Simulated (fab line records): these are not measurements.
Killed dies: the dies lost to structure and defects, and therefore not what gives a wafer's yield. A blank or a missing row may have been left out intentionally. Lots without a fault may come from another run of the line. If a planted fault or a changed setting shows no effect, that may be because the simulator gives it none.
Which tool did it? -- flow sky130 -- 7 lots, 21 wafers sampled, at 1 step of a route of 708

== WHAT THE GAUGES READ, wafer by wafer ==
SKY_FIELD_ISO_THK_MEAS_02.
lot,measured,on,FIELD_ISO_OXIDATION_00_THK (nm)
L727,day 1 22:02,film-metro-04,11.69 11.74 11.65
L730,day 2 13:13,film-metro-01,11.83 11.96 12.25
L732,day 2 22:44,film-metro-01,12.01 11.92 12.20
L738,day 4 04:38,film-metro-02,12.10 12.39 12.12
L740,day 4 16:47,film-metro-01,12.17 12.18 12.01
L743,day 5 06:40,film-metro-01,11.87 11.92 12.06
L748,day 6 10:22,film-metro-02,12.01 12.29 12.20

== WHICH TOOL RAN EACH LOT (tool, then ch and the chambers of the sampled wafers, then the start) ==
The record holds no process step before these readings.

== THE ANSWER, worked out from the rows above alone ==
Rule: the usual values come from the lots themselves. Put in order of their means at a reading, lots are off if they are a third of the lots or fewer, leave a main group of 4 or more, and stand apart from it by a gap of 3 or more times the standard deviation of the main group's means; of several such gaps the widest counts. A main group whose means are all the same, to the digits that the tables above print for the reading, isn't used. Also off: a lot with no number at a reading for which 4 or more lots have one. All remaining lots with rows at the step are treated as sound.
Nothing can be told from this: no lot is off at any reading shown.

== WHAT HAD BEEN PUT IN BY THE SIMULATOR ==
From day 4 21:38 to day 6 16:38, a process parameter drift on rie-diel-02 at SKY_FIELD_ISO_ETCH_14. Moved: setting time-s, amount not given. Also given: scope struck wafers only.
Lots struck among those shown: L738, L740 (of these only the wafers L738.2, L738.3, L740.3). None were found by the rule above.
